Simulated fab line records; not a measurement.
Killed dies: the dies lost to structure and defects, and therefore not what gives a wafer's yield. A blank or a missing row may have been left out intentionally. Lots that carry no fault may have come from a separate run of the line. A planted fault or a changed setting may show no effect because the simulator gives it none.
fab line records -- flow sky130
record lots=12, wafers=36, last_day=50
route steps=708 shown GATE_OXIDE@194 LDD_P@262 CONTACT@409
lots with no fault: from the same line, run without faults
start_h: hours from the record's opening day to when the first of the lot's shown wafers began -- wait_h: hours elapsed since this lot's preceding step -- " same as the row above -- L1.1+2: one row covering several wafers at once -- - no value, or no start given -- * or withheld: withheld -- < > ~ a bound
route shown NAME@n: NAME is a module with steps in the file, n the number in the route of the first one -- usual: average and standard deviation across the fault-free wafers -- same: alike in all rows -- chamber/n: place in a boat -- sites: readings site by site -- _std_site: standard deviation of those values -- _edge_site: the outer-site mean with the inner-site mean subtracted -- radius_mm: for every site, how far away it sits from the centre of the wafer -- mask NAME#n: copy n -- behind: the most recent tool/chamber to have shaped the wafer -- hold: what put the lot on hold/how long, in hours/how the hold closed -- device: transistor that didn't switch, given as n, p or np -- end of line: at the end of the route, the tests of the same wafers -- a step given without rows: its recipe and nothing more -- killed: the dies lost at the first sort to structure and to defects; this is not the yield of the wafer -- map: dies across one wafer; x = killed, . = not, _ = none there
set.NAME: the run value of the setting; set.NAME@STEP: its run value at that earlier step -- model.NAME: the simulator's own value behind a step, which no gauge read
steps of the route over a sample of lots; a table a step, a row a wafer
services: from which hour (start_h, from the record's first day; less than 0 if before it) a tool's chamber was out of use, for how many hours, and why
## steps
# step SKY_GATE_OXIDE_EXPOSE_07
# recipe mask_id=LVOM, na=0.6, source_shape=conventional, sigma_outer=0.6, polarization=unpolarized, target_cd_nm=600, dose_mj=170
# usual focus_offset_nm=-0.1/0.55
lot.wafer,tool,chamber,start_h,wait_h,mask,focus_offset_nm
L389.1,iline_stepper-02,0,287.07,-,LVOM#0,-0.8
L389.2,iline_stepper-02,0,287.07,-,LVOM#0,-1.0
L389.3,iline_stepper-02,0,287.07,-,LVOM#0,-0.4
L390.1,iline_stepper-01,0,301.75,-,LVOM#0,0.4
L390.4,iline_stepper-01,0,301.75,-,LVOM#0,-0.2
L390.5,iline_stepper-01,0,301.75,-,LVOM#0,0.8
L391.1,iline_stepper-01,0,314.74,-,LVOM#0,-0.2
L391.3,iline_stepper-01,0,314.74,-,LVOM#0,0.1
L391.4,iline_stepper-01,0,314.74,-,LVOM#0,-0.4
L394.3,iline_stepper-01,0,334.43,-,LVOM#0,0.1
L394.4,iline_stepper-01,0,334.43,-,LVOM#0,-0.7
L394.5,iline_stepper-01,0,334.43,-,LVOM#0,0.9
L395.2,iline_stepper-01,0,344.91,-,LVOM#0,-0.3
L395.3,iline_stepper-01,0,344.91,-,LVOM#0,-0.4
L395.6,iline_stepper-01,0,344.91,-,LVOM#0,-0.6
L398.3,iline_stepper-02,0,365.38,-,LVOM#0,-1.4
L398.4,iline_stepper-02,0,365.38,-,LVOM#0,-0.9
L398.6,iline_stepper-02,0,365.38,-,LVOM#0,0.0
L399.2,iline_stepper-02,0,375.11,-,LVOM#0,-0.4
L399.4,iline_stepper-02,0,375.11,-,LVOM#0,-0.5
L399.6,iline_stepper-02,0,375.11,-,LVOM#0,0.2
L400.1,iline_stepper-02,0,382.66,-,LVOM#0,-0.6
L400.2,iline_stepper-02,0,382.66,-,LVOM#0,-0.2
L400.5,iline_stepper-02,0,382.66,-,LVOM#0,-0.6
L401.2,iline_stepper-02,0,397.59,-,LVOM#0,0.2
L401.3,iline_stepper-02,0,397.59,-,LVOM#0,0.0
L401.6,iline_stepper-02,0,397.59,-,LVOM#0,0.4
L404.1,iline_stepper-01,0,426.21,-,LVOM#0,0.6
L404.4,iline_stepper-01,0,426.21,-,LVOM#0,0.9
L404.6,iline_stepper-01,0,426.21,-,LVOM#0,0.0
L410.1,iline_stepper-01,0,471.25,-,LVOM#0,0.0
L410.4,iline_stepper-01,0,471.25,-,LVOM#0,-0.1
L410.5,iline_stepper-01,0,471.25,-,LVOM#0,-0.2
L412.3,iline_stepper-01,0,502.69,-,LVOM#0,0.0
L412.4,iline_stepper-01,0,502.69,-,LVOM#0,0.1
L412.5,iline_stepper-01,0,502.69,-,LVOM#0,-0.6
# step SKY_GATE_OXIDE_OVL_MEAS_10
# usual GATE_OXIDE_OVL=0.5/1.5
lot.wafer,tool,chamber,start_h,wait_h,hold,GATE_OXIDE_OVL[nm]
L389.1,overlay-02,-,299.19,0.1,-,1.8
L389.2,overlay-02,-,299.19,0.1,-,1.4
L389.3,overlay-02,-,299.19,0.1,-,0.6
L390.1,overlay-02,-,314.72,0.1,-,1.9
L390.4,overlay-02,-,314.72,0.1,-,0.7
L390.5,overlay-02,-,314.72,0.1,-,1.3
L391.1,overlay-02,-,327.84,0.1,-,-1.0
L391.3,overlay-02,-,327.84,0.1,-,-0.5
L391.4,overlay-02,-,327.84,0.1,-,0.0
L394.3,overlay-02,-,347.48,0.1,-,-0.2
L394.4,overlay-02,-,347.48,0.1,-,2.1
L394.5,overlay-02,-,347.48,0.1,-,1.9
L395.2,overlay-01,-,358.24,0.1,-,1.0
L395.3,overlay-01,-,358.24,0.1,-,0.5
L395.6,overlay-01,-,358.24,0.1,-,1.3
L398.3,overlay-01,-,379.73,0.1,await_dispo/0.2h/release,157.4
L398.4,overlay-01,-,379.73,0.1,await_dispo/0.2h/release,156.8
L398.6,overlay-01,-,379.73,0.1,await_dispo/0.2h/release,157.0
L398.3,overlay-01,-,379.94,0.2,-,155.1
L398.4,overlay-01,-,379.94,0.2,-,154.3
L398.6,overlay-01,-,379.94,0.2,-,155.4
L399.2,overlay-02,-,389.42,0.1,await_dispo/0.2h/release,159.7
L399.4,overlay-02,-,389.42,0.1,await_dispo/0.2h/release,161.6
L399.6,overlay-02,-,389.42,0.1,await_dispo/0.2h/release,159.6
L399.2,overlay-02,-,389.62,0.2,-,158.1
L399.4,overlay-02,-,389.62,0.2,-,159.8
L399.6,overlay-02,-,389.62,0.2,-,157.1
L400.1,overlay-02,-,396.36,0.1,await_dispo/0.2h/release,155.9
L400.2,overlay-02,-,396.36,0.1,await_dispo/0.2h/release,155.8
L400.5,overlay-02,-,396.36,0.1,await_dispo/0.2h/release,154.0
L400.1,overlay-02,-,396.56,0.2,-,153.9
L400.2,overlay-02,-,396.56,0.2,-,153.8
L400.5,overlay-02,-,396.56,0.2,-,152.6
L401.2,overlay-01,-,412.41,0.1,await_dispo/0.2h/release,159.6
L401.3,overlay-01,-,412.41,0.1,await_dispo/0.2h/release,158.9
L401.6,overlay-01,-,412.41,0.1,await_dispo/0.2h/release,158.5
L401.2,overlay-01,-,412.62,0.2,-,157.6
L401.3,overlay-01,-,412.62,0.2,-,156.5
L401.6,overlay-01,-,412.62,0.2,-,157.1
L404.1,overlay-02,-,441.69,0.1,-,0.7
L404.4,overlay-02,-,441.69,0.1,-,1.2
L404.6,overlay-02,-,441.69,0.1,-,0.1
L410.1,overlay-01,-,486.19,0.1,-,1.5
L410.4,overlay-01,-,486.19,0.1,-,0.6
L410.5,overlay-01,-,486.19,0.1,-,-0.5
L412.3,overlay-01,-,517.55,0.1,-,-0.9
L412.4,overlay-01,-,517.55,0.1,-,-0.8
L412.5,overlay-01,-,517.55,0.1,-,0.2
# step SKY_LDD_P_CD_MEAS_07
# recipe target_cd_nm=380
# usual cd_nm=380.1/2.6
lot.wafer,tool,chamber,start_h,wait_h,cd_nm
L389.1,cd_sem-02,-,422.34,0.1,383.0
L389.2,cd_sem-02,-,422.34,0.1,380.9
L389.3,cd_sem-02,-,422.34,0.1,381.9
L390.1,cd_sem-01,-,440.87,0.1,377.7
L390.4,cd_sem-01,-,440.87,0.1,380.0
L390.5,cd_sem-01,-,440.87,0.1,381.9
L391.1,cd_sem-02,-,453.19,0.1,383.5
L391.3,cd_sem-02,-,453.19,0.1,383.7
L391.4,cd_sem-02,-,453.19,0.1,381.0
L394.3,cd_sem-02,-,476.31,0.1,376.6
L394.4,cd_sem-02,-,476.31,0.1,378.7
L394.5,cd_sem-02,-,476.31,0.1,377.6
L395.2,cd_sem-02,-,486.24,0.1,381.2
L395.3,cd_sem-02,-,486.24,0.1,380.6
L395.6,cd_sem-02,-,486.24,0.1,381.3
L404.1,cd_sem-02,-,570.79,0.1,378.7
L404.4,cd_sem-02,-,570.79,0.1,378.9
L404.6,cd_sem-02,-,570.79,0.1,377.4
L410.1,cd_sem-02,-,614.72,0.1,380.5
L410.4,cd_sem-02,-,614.72,0.1,380.3
L410.5,cd_sem-02,-,614.72,0.1,378.8
L412.3,cd_sem-02,-,643.56,0.1,379.5
L412.4,cd_sem-02,-,643.56,0.1,378.3
L412.5,cd_sem-02,-,643.56,0.1,378.6
# step SKY_CONTACT_THK_MEAS_03
# recipe reads=SiO2_of_CONTACT_HDPCVD_02
# usual CONTACT_HDPCVD_THK=565/4.7
lot.wafer,tool,chamber,start_h,wait_h,CONTACT_HDPCVD_THK[nm]
L389.1,film_metro-03,-,695.75,0.0,567
L389.2,film_metro-03,-,695.75,0.0,570
L389.3,film_metro-03,-,695.75,0.0,569
L390.1,film_metro-03,-,714.55,0.0,569
L390.4,film_metro-03,-,714.55,0.0,564
L390.5,film_metro-03,-,714.55,0.0,564
L391.1,film_metro-02,-,725.59,0.0,559
L391.3,film_metro-02,-,725.59,0.0,565
L391.4,film_metro-02,-,725.59,0.0,557
L394.3,film_metro-02,-,744.77,0.1,569
L394.4,film_metro-02,-,744.77,0.1,562
L394.5,film_metro-02,-,744.77,0.1,575
L395.2,film_metro-02,-,752.68,0.0,562
L395.3,film_metro-02,-,752.68,0.0,565
L395.6,film_metro-02,-,752.68,0.0,561
L404.1,film_metro-04,-,830.81,0.0,566
L404.4,film_metro-04,-,830.81,0.0,572
L404.6,film_metro-04,-,830.81,0.0,566
L410.1,film_metro-03,-,870.37,0.0,564
L410.4,film_metro-03,-,870.37,0.0,565
L410.5,film_metro-03,-,870.37,0.0,564
L412.3,film_metro-04,-,895.28,0.1,571
L412.4,film_metro-04,-,895.28,0.1,573
L412.5,film_metro-04,-,895.28,0.1,573
# step SKY_CONTACT_SPUTTER_23
# recipe material=TiN, target_thk_nm=20, chamber_pressure_pa=5, power_w=4000, time_s=80
# usual throttle_valve_pct=29.6/1.2
lot.wafer,tool,chamber,start_h,wait_h,throttle_valve_pct
L389.1,pvd_sputter-02,-,724.59,0.0,31.3
L389.2,pvd_sputter-02,-,724.59,0.0,30.2
L389.3,pvd_sputter-02,-,724.59,0.0,28.7
L390.1,pvd_sputter-04,-,743.45,0.0,31.0
L390.4,pvd_sputter-04,-,743.45,0.0,30.0
L390.5,pvd_sputter-04,-,743.45,0.0,29.5
L391.1,pvd_sputter-02,-,754.97,0.0,30.3
L391.3,pvd_sputter-02,-,754.97,0.0,26.4
L391.4,pvd_sputter-02,-,754.97,0.0,28.6
L394.3,pvd_sputter-04,-,773.79,0.0,29.5
L394.4,pvd_sputter-04,-,773.79,0.0,31.2
L394.5,pvd_sputter-04,-,773.79,0.0,30.2
L395.2,pvd_sputter-04,-,781.92,0.0,31.1
L395.3,pvd_sputter-04,-,781.92,0.0,28.8
L395.6,pvd_sputter-04,-,781.92,0.0,31.0
L404.1,pvd_sputter-04,-,857.86,0.0,28.7
L404.4,pvd_sputter-04,-,857.86,0.0,30.4
L404.6,pvd_sputter-04,-,857.86,0.0,28.4
L410.1,pvd_sputter-04,-,897.17,0.0,28.6
L410.4,pvd_sputter-04,-,897.17,0.0,30.1
L410.5,pvd_sputter-04,-,897.17,0.0,30.1
L412.3,pvd_sputter-04,-,921.89,0.0,28.9
L412.4,pvd_sputter-04,-,921.89,0.0,30.1
L412.5,pvd_sputter-04,-,921.89,0.0,29.4
## services
tool,chamber,start_h,hours,kind
iline_stepper-02,-,264.45,1.7,pm
pvd_sputter-04,-,271.10,4.3,repair
pvd_sputter-04,-,331.32,1.6,repair
iline_stepper-02,-,335.47,2.5,repair
pvd_sputter-02,-,356.68,2.7,repair
iline_stepper-01,-,429.02,1.7,pm
iline_stepper-01,-,434.51,3.7,repair
iline_stepper-02,-,482.63,1.7,pm
iline_stepper-02,-,502.53,2.1,pm
pvd_sputter-04,-,545.45,1.1,repair
pvd_sputter-02,-,591.05,2.8,repair
iline_stepper-01,-,604.38,2.7,repair
iline_stepper-01,-,647.20,1.7,pm
pvd_sputter-04,-,651.32,11.7,repair
iline_stepper-01,-,668.32,25.0,repair
iline_stepper-01,-,693.35,4.3,pm
iline_stepper-02,-,700.81,1.7,pm
iline_stepper-01,-,717.81,4.4,pm
pvd_sputter-04,-,723.35,2.1,repair
pvd_sputter-04,-,786.95,4.6,repair
iline_stepper-02,-,795.43,12.6,repair
iline_stepper-01,-,839.20,2.1,pm
iline_stepper-01,-,865.44,1.7,pm
iline_stepper-02,-,918.99,1.7,pm
## key
first_sign step=SKY_GATE_OXIDE_OVL_MEAS_10, reading=visit, direction=added
effect step=SKY_GATE_OXIDE_OVL_MEAS_10, reading=GATE_OXIDE_OVL, direction=up, sigmas=99+, usual=0.5, struck=157.9
met_at SKY_GATE_OXIDE_EXPOSE_07
struck_lots L398,L399,L400,L401
scrapped_behind SKY_GATE_OXIDE_OVL_MEAS_10 L398.3,L398.4,L398.6,L399.2,L399.4,L399.6,L400.1,L400.2,L400.5,L401.2,L401.3,L401.6
not_acting_at SKY_LDD_P_CD_MEAS_07,SKY_CONTACT_THK_MEAS_03,SKY_CONTACT_SPUTTER_23
onset_between 287.07 365.38
fault kind=scanner_matching_overlay, tool=iline_stepper-02, chamber=-, onset_h=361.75, steps=SKY_GATE_OXIDE_EXPOSE_07, offset=157.25
